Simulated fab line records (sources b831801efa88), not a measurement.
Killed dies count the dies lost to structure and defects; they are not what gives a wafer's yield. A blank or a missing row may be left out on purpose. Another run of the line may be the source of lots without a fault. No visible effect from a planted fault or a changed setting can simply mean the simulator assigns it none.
fab line records	flow sky130
[record] lots = 6	wafers = 18	last-day = 50
route steps=708 shown LOCAL_INTERCONNECT@388 PAD_OPEN@708
lots with no fault: from the same line, run without faults
start-h: the number of hours between the record's first day and the start of the first shown wafer of the lot	wait-h: hours from the lot's prior step to this one	" repeats the value in the row above	L1.1+2: one row covering several wafers at once	- either no value or no given start	* or withheld: withheld	< > ~ a bound
route shown NAME@n: names a module that has steps shown in the file, with the first one's number in the route	usual: mean/standard deviation taken from wafers without a fault	same: alike in all rows	chamber/n: place in a boat	sites: the reading at each site	_std_site: how widely they spread, as a standard deviation	_edge_site: mean of outer sites minus mean of inner sites	radius-mm: how far each site lies from the wafer's centre	mask NAME#n: copy n	behind: tool/chamber where the wafer was last shaped	hold: why the lot was held/for how many hours/how that ended	device: whichever transistor did not switch (one of n, p or np)	end of line: tests of these same wafers at the route's end	a step without rows: its recipe alone	killed: the dies lost at the first sort to structure and to defects; this is not the yield of the wafer	map: dies across one wafer; x = killed, . = not, _ = none there
set.NAME: the setting that was run; set.NAME@STEP: the one run at that earlier step	model.NAME: the simulator's own value behind a step, which no gauge read
certain route steps with their lots: each step a table, each wafer a row
services: the hour from which a tool's chamber was out of use, counted from the record's first day as start-h (under 0 if before that day), plus the number of hours and why
[[steps]]
[step SKY_LOCAL_INTERCONNECT_RS_MEAS_01]
[recipe] thk-meas-gauge = four-point-probe	reads = TiN_of_LOCAL_INTERCONNECT_SPUTTER_00
[usual] LOCAL_INTERCONNECT_TIN_RS = 14.18/0.13
lot.wafer	tool	chamber	start-h	wait-h	LOCAL_INTERCONNECT_TIN_RS[ohm/sq]
L648.1	film-metro-04	-	711.94	0.0	14.02
L648.5	"	-	"	"	14.01
L648.6	"	-	"	"	14.27
L653.1	film-metro-01	-	746.59	0.0	14.20
L653.2	"	-	"	"	14.27
L653.5	"	-	"	"	14.12
L657.1	film-metro-02	-	819.97	0.0	14.09
L657.4	"	-	"	"	14.02
L657.6	"	-	"	"	14.24
L660.1	film-metro-04	-	820.67	0.0	14.21
L660.2	"	-	"	"	14.43
L660.3	"	-	"	"	14.37
L662.1	film-metro-02	-	822.00	0.0	14.10
L662.2	"	-	"	"	14.17
L662.3	"	-	"	"	14.34
L665.2	film-metro-04	-	867.75	0.1	14.37
L665.3	"	-	"	"	14.33
L665.4	"	-	"	"	14.34
[step SKY_LOCAL_INTERCONNECT_THK_MEAS_02]
[recipe] thk-meas-gauge = xrf	reads = TiN_of_LOCAL_INTERCONNECT_SPUTTER_00
[usual] LOCAL_INTERCONNECT_TIN_THK = 99.2/1
lot.wafer	tool	chamber	start-h	wait-h	LOCAL_INTERCONNECT_TIN_THK[nm]
L648.1	film-metro-04	-	712.06	0.1	100.4
L648.5	"	-	"	"	100.2
L648.6	"	-	"	"	98.5
L653.1	film-metro-01	-	746.71	0.1	98.8
L653.2	"	-	"	"	97.5
L653.5	"	-	"	"	98.9
L657.1	film-metro-02	-	820.09	0.1	100.2
L657.4	"	-	"	"	100.5
L657.6	"	-	"	"	99.7
L660.1	film-metro-04	-	820.79	0.1	98.8
L660.2	"	-	"	"	98.1
L660.3	"	-	"	"	97.8
L662.1	film-metro-02	-	822.12	0.1	100.1
L662.2	"	-	"	"	99.6
L662.3	"	-	"	"	98.7
L665.2	film-metro-04	-	867.86	0.1	97.9
L665.3	"	-	"	"	98.5
L665.4	"	-	"	"	98.6
[step SKY_LOCAL_INTERCONNECT_DEHYDRATE_03]
[recipe] temp-c = 200	time-s = 60
[step SKY_LOCAL_INTERCONNECT_HMDS_04]
[recipe] prime-time-s = 60	prime-temp-c = 120
[step SKY_LOCAL_INTERCONNECT_COAT_05]
[recipe] resist = BARC	temp-c = withheld	time-s = withheld	spin-rpm = 3000	resist-thk-nm = 60
[step SKY_LOCAL_INTERCONNECT_COAT_06]
[recipe] resist = KrF-thick	spin-rpm = 3000	resist-thk-nm = 450
[step SKY_LOCAL_INTERCONNECT_SOFTBAKE_07]
[recipe] temp-c = 100	time-s = 90	resist = KrF-thick
[step SKY_LOCAL_INTERCONNECT_EXPOSE_08]
[recipe] mask-id = LI1M	na = 0.8	source-shape = annular	sigma-inner = 0.55	sigma-outer = 0.85	target-cd-nm = 170	dose-mj = 28
[step SKY_LOCAL_INTERCONNECT_PEB_09]
[recipe] peb-temp-c = withheld	peb-time-s = withheld	resist = KrF-thick
[step SKY_LOCAL_INTERCONNECT_DEVELOP_10]
[recipe] develop-time-s = 60	resist = KrF-thick	dev-temp-c = 21
[step SKY_LOCAL_INTERCONNECT_CD_MEAS_11]
[recipe] target-cd-nm = 170
[usual] cd-nm = 169.9/1.5
lot.wafer	tool	chamber	start-h	wait-h	cd-nm
L648.1	cd-sem-02	-	740.68	-	168.7
L648.5	"	-	"	"	168.0
L648.6	"	-	"	"	169.8
L653.1	cd-sem-01	-	773.78	-	168.5
L653.2	"	-	"	"	170.2
L653.5	"	-	"	"	169.7
L657.1	cd-sem-02	-	846.53	-	168.1
L657.4	"	-	"	"	169.6
L657.6	"	-	"	"	168.1
L660.1	cd-sem-02	-	847.69	-	171.0
L660.2	"	-	"	"	168.1
L660.3	"	-	"	"	170.2
L662.1	cd-sem-02	-	848.80	-	168.6
L662.2	"	-	"	"	168.0
L662.3	"	-	"	"	168.6
L665.2	cd-sem-02	-	894.50	-	169.0
L665.3	"	-	"	"	169.0
L665.4	"	-	"	"	166.6
[step SKY_LOCAL_INTERCONNECT_OVL_MEAS_12]
[usual] LOCAL_INTERCONNECT_OVL = -2/4.9
lot.wafer	tool	chamber	start-h	wait-h	LOCAL_INTERCONNECT_OVL[nm]
L648.1	overlay-01	-	740.80	0.1	-1
L648.5	"	-	"	"	-3
L648.6	"	-	"	"	6
L653.1	overlay-01	-	773.90	0.1	-5
L653.2	"	-	"	"	8
L653.5	"	-	"	"	-4
L657.1	overlay-01	-	846.65	0.1	-2
L657.4	"	-	"	"	2
L657.6	"	-	"	"	-3
L660.1	overlay-01	-	847.81	0.1	-1
L660.2	"	-	"	"	-3
L660.3	"	-	"	"	-5
L662.1	overlay-01	-	848.92	0.1	-9
L662.2	"	-	"	"	3
L662.3	"	-	"	"	0
L665.2	overlay-01	-	894.60	0.1	-7
L665.3	"	-	"	"	-5
L665.4	"	-	"	"	-9
[step SKY_LOCAL_INTERCONNECT_ETCH_13]
[recipe] chemistry = N2/H2	target = BARC	ion-energy-ev = 200	bias-w = 100	pressure-mtorr = 30	n2-flow-sccm = 100	h2-flow-sccm = 200	icp-w = 500	stop-on = SiO2	time-s = 45.9	target-depth-a = 600
[usual] bias-w = 100.07/0.27	drypump-motor-current-A = 5.7/0.35	n2-flow-sccm = 100.0/0.34	oes-product-au = 0.855/0.0052	throttle-valve-pct = 13.224/0.0097
lot.wafer	tool	chamber	start-h	wait-h	bias-w	drypump-motor-current-A	n2-flow-sccm	oes-product-au	rf-hours-counter-h	throttle-valve-pct	model.SiO2_of_SONOS_ONO_CVD_04.thk-nm
L648.1	rie-metal-02	0	740.83	0.0	108.32	5.1	99.8	0.851	11	13.220	4.142
L648.5	"	1	"	"	107.98	6.0	100.0	0.849	-	13.224	4.148
L648.6	"	0	"	"	108.25	5.1	100.0	0.850	-	13.234	4.02
L653.1	rie-metal-02	1	773.93	0.0	108.42	5.9	100.2	0.848	9	13.230	4.063
L653.2	"	0	"	"	107.78	5.1	100.8	0.856	12	13.210	3.93
L653.5	"	1	"	"	108.02	6.0	100.3	0.854	-	13.234	3.993
L657.1	rie-metal-03	0	846.68	0.0	99.55	6.0	99.6	0.847	14	13.218	4.393
L657.4	"	0	"	"	100.21	6.0	99.8	0.850	-	13.202	4.384
L657.6	"	1	"	"	100.09	5.4	100.3	0.852	-	13.214	4.261
L660.1	rie-metal-02	0	847.84	0.0	100.13	5.1	100.0	0.861	16	13.230	4.439
L660.2	"	1	"	"	100.41	6.0	100.5	0.867	12	13.203	4.507
L660.3	"	0	"	"	100.04	5.1	100.1	0.855	-	13.245	4.483
L662.1	rie-metal-01	1	848.96	0.0	100.25	5.8	99.6	0.849	10	13.227	4.321
L662.2	"	0	"	"	100.34	5.9	100.9	0.854	8	13.223	4.288
L662.3	"	1	"	"	100.68	5.8	100.3	0.848	-	13.223	4.444
L665.2	rie-metal-02	0	894.63	0.0	99.98	5.1	100.4	0.851	17	13.233	4.271
L665.3	"	0	"	"	100.12	5.1	100.5	0.855	-	13.223	4.248
L665.4	"	1	"	"	100.53	5.9	100.4	0.864	-	13.235	4.256
[step SKY_LOCAL_INTERCONNECT_METAL_ETCH_14]
[recipe] target-depth-nm = 110	stop-on = PSG	chemistry = Cl2/BCl3	target = TiN	resist-sidewall-deg = 88	pressure-mtorr = 10	icp-w = 900	bias-w = 48.5	Cl2_flow_sccm = 60	bcl3-flow-sccm = 30	time-s = 31.4
[usual] bcl3-flow-sccm = 30.00/0.079	bias-w = 48.50/0.16	drypump-motor-current-A = 5.7/0.35	oes-product-au = 0.938/0.0068	throttle-valve-pct = 21.902/0.01
lot.wafer	tool	chamber	start-h	wait-h	bcl3-flow-sccm	bias-w	drypump-motor-current-A	oes-product-au	rf-hours-counter-h	throttle-valve-pct
L648.1	rie-metal-02	0	740.90	0.0	29.99	48.67	5.1	0.939	11	21.884
L648.5	"	1	"	"	29.89	48.30	5.9	0.943	-	21.904
L648.6	"	0	"	"	29.98	48.38	5.1	0.936	-	21.896
L653.1	rie-metal-02	1	774.00	0.0	30.16	48.39	5.9	0.935	9	21.886
L653.2	"	0	"	"	29.89	48.70	5.1	0.933	12	21.907
L653.5	"	1	"	"	29.97	48.55	6.0	0.937	-	21.903
L657.1	rie-metal-03	0	846.75	0.0	30.07	48.31	6.0	0.942	14	21.894
L657.4	"	0	"	"	29.88	48.38	5.9	0.941	-	21.911
L657.6	"	1	"	"	30.04	48.52	5.4	0.939	-	21.901
L660.1	rie-metal-02	0	847.91	0.0	29.92	48.53	5.1	0.933	16	21.907
L660.2	"	1	"	"	30.01	48.61	5.9	0.927	12	21.900
L660.3	"	0	"	"	29.94	48.53	5.1	0.926	-	21.892
L662.1	rie-metal-01	1	849.02	0.0	29.85	48.35	5.8	0.948	10	21.918
L662.2	"	0	"	"	30.00	48.62	5.9	0.943	8	21.898
L662.3	"	1	"	"	29.84	48.38	5.8	0.942	-	21.921
L665.2	rie-metal-02	0	894.70	0.0	30.10	48.51	5.1	0.927	17	21.917
L665.3	"	0	"	"	30.08	48.48	5.1	0.939	-	21.906
L665.4	"	1	"	"	29.88	48.30	5.9	0.936	-	21.921
[step SKY_PAD_OPEN_PROBE_99]
[usual] killed_at_M0_to_M3 = 43/6.8	killed_at_M4_up = 3.2/1.7	killed-at-contacts = 24/5.6	killed-at-front-end = 15/4.7	killed-at-other = 0.3/0.59	killed-dies = 86/10	killed-open = 47/6.8	killed-short = 39/6.4
[same] gross-dies = 492	killed-at-back-side = 0
lot.wafer	tool	chamber	start-h	wait-h	killed_at_M0_to_M3	killed_at_M4_up	killed-at-contacts	killed-at-front-end	killed-at-other	killed-dies	killed-open	killed-short
L657.1	prober-02	-	1178.66	0.1	55	5	25	15	0	100	62	34
L657.4	prober-02	-	1178.81	0.2	36	4	35	13	0	88	44	43
L657.6	prober-02	-	1178.91	0.2	43	5	23	18	0	89	42	46
L660.1	prober-01	-	1178.98	0.1	41	1	16	12	0	70	38	32
L660.2	prober-01	-	1179.03	0.1	30	2	19	17	0	68	32	36
L660.3	prober-01	-	1179.08	0.2	38	3	31	8	1	81	44	37
// killed by level:class
L657.1 VIA3:geometric-particle:open=13 VIA1:geometric-particle:open=12 LI_CONTACT:geometric-particle:open=8 METAL2:geometric-particle:short=8 CONTACT:geometric-particle:open=7 VIA2:geometric-particle:open=7 FIELD_ISO:geometric-particle:open=4 CONTACT:geometric-particle:short=4
L657.4 CONTACT:geometric-particle:open=14 METAL2:geometric-particle:short=10 LI_CONTACT:geometric-particle:open=6 CONTACT:geometric-particle:short=6 VIA1:geometric-particle:open=6 LOCAL_INTERCONNECT:geometric-particle:short=5 METAL4:geometric-particle:short=4 FIELD_ISO:geometric-particle:open=3
L657.6 VIA3:geometric-particle:open=8 VIA1:geometric-particle:open=8 CONTACT:geometric-particle:open=7 CONTACT:geometric-particle:short=7 METAL1:geometric-particle:short=5 METAL2:geometric-particle:short=5 FIELD_ISO:geometric-particle:short=4 POLY_GATE:geometric-particle:short=4
L660.1 VIA3:geometric-particle:open=9 CONTACT:geometric-particle:open=8 VIA1:geometric-particle:short=5 METAL1:geometric-particle:short=5 POLY_GATE:geometric-particle:open=4 VIA1:geometric-particle:open=4 METAL2:geometric-particle:short=4 FIELD_ISO:geometric-particle:open=3
L660.2 CONTACT:geometric-particle:open=7 CONTACT:geometric-particle:short=6 POLY_GATE:geometric-particle:short=6 FIELD_ISO:geometric-particle:short=5 VIA1:geometric-particle:open=5 FIELD_ISO:geometric-particle:open=4 VIA2:geometric-particle:open=4 VIA3:geometric-particle:open=4
L660.3 LI_CONTACT:geometric-particle:open=11 CONTACT:geometric-particle:open=10 METAL1:geometric-particle:short=6 VIA1:geometric-particle:open=6 METAL2:geometric-particle:short=6 VIA2:geometric-particle:short=5 VIA2:geometric-particle:open=5 FIELD_ISO:geometric-particle:open=4
[[services]]
tool	chamber	start-h	hours	kind
rie-metal-03	1	742.31	1.0	repair
rie-metal-02	1	785.09	10.1	repair
rie-metal-03	-	788.47	15.6	pm
rie-metal-01	1	817.35	4.6	repair
rie-metal-03	0	873.42	-	clean
rie-metal-03	0	873.42	15.8	scheduled-down
rie-metal-03	0	873.42	15.8	vent-cycle
[[key]]
[first-sign] step = SKY_LOCAL_INTERCONNECT_ETCH_13	reading = bias-w	direction = up	sigmas = 30	usual = 100.07	struck = 108.13
effect none on later readings
[model-effect] step = SKY_LOCAL_INTERCONNECT_ETCH_13	value = SiO2_of_SONOS_ONO_CVD_04.thk-nm	without = 4.128	struck = 4.049
met-at SKY_LOCAL_INTERCONNECT_ETCH_13
struck-wafers L648.1,L648.5,L648.6,L653.1,L653.2,L653.5
tester-left-out L648,L653
[fault] kind = process-parameter-drift	tool = rie-metal-02	chamber = -	onset-h = 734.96	steps = SKY_LOCAL_INTERCONNECT_ETCH_13	channel = bias-w	offset = 7.9327	shape = step	end-h = 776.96	acts-in = these-recipes-only	stated = 100
// tester-left-out: of these lots the tester's yield and bins aren't shown, on N5 and GAA mostly nor the transistor test; their killed dies are dies lost to structure and defects alone, not to doping, threshold or leakage, so they don't give the yield
